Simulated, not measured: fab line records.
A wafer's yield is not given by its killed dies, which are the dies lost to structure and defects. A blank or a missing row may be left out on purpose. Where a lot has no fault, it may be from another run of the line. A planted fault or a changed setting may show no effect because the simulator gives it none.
2 desks, one fault | flow gf180mcu | numbers are kept per desk, each desk with only its own; the story behind them comes last

== DESK OF THE TOOL OWNER: furnace-01 ==
The tool's own readings at GF_DUAL_GATE_OXIDATION_15 (stabilise 600 s, purge 300 s, target thk 7.098 nm): means of the sampled wafers that have a number, for each lot that ran on this tool. A lot is out of limits, marked OUT, if its mean lies more than 4 standard deviations from the usual mean; the brackets give that distance.
Columns: A = spike_tc_lower_C at GF_DUAL_GATE_OXIDATION_15, usual 850.1 C; B = spike_tc_top_C at GF_DUAL_GATE_OXIDATION_15, usual 865.0 C
lot  | first seen here | A     | B
L619 | day 9 10:07     | 850.6 | 865.3
L620 | day 9 16:49     | 850.8 | 865.0
L632 | day 13 13:59    | 850.3 | 864.7
L633 | day 13 21:41    | 850.8 | 864.3
This desk's finding: nothing out of limits on any of the 4 lots.

== THE METROLOGY DESK ==
What the gauges read, lot by lot, whatever tool the lot ran on: means of the sampled wafers that have a number. A lot is out of limits, marked OUT, if its mean lies more than 4 standard deviations from the usual mean; the brackets give that distance. 7 of its 9 readings are shown, namely those furthest out on some lot.
Columns: A = DUAL_GATE_OXIDATION_00_THK at GF_DUAL_GATE_THK_MEAS_03, usual 10.85 nm; B = DUAL_GATE_OVL at GF_DUAL_GATE_OVL_MEAS_11, usual -0.8 nm; C = POLY_GATE_CVD_00_THK at GF_POLY_GATE_THK_MEAS_01, usual 199.4 nm; D = cd_nm at GF_POLY_GATE_CD_MEAS_10, usual 279.7 nm; E = POLY_GATE_OXIDATION_THK at GF_POLY_GATE_THK_MEAS_17, usual 3.96 nm; F = cd_nm at GF_POLY_GATE_CD_MEAS_18, usual 279.9 nm; G = HV_LDD_OVL at GF_HV_LDD_OVL_MEAS_08, usual 0.3 nm
lot  | first seen here | A     | B    | C     | D     | E    | F     | G
L617 | day 8 02:23     | 10.83 | -4.4 | 197.2 | 278.7 | 4.04 | 276.3 | 2.1
L619 | day 8 17:00     | 10.70 | -0.2 | 199.7 | 279.5 | 3.95 | 278.6 | 1.8
L620 | day 8 22:44     | 10.91 | -1.9 | 197.7 | 280.5 | 4.05 | 279.5 | -0.2
L631 | day 12 15:38    | 10.49 | -0.3 | 199.8 | 278.5 | 4.08 | 278.8 | 0.7
L632 | day 12 18:19    | 10.80 | 0.1  | 200.5 | 278.8 | 3.95 | 281.1 | 0.8
L633 | day 13 01:28    | 10.83 | -1.5 | 198.5 | 281.7 | 4.09 | 281.5 | -1.4
This desk's finding: nothing out of limits on any of the 6 lots.

== ALL TOGETHER ==
The tool owner's desk saw nothing out of limits.
From the metrology desk's view, nothing was out of limits.

== WHAT THE SIMULATOR HAD INSERTED ==
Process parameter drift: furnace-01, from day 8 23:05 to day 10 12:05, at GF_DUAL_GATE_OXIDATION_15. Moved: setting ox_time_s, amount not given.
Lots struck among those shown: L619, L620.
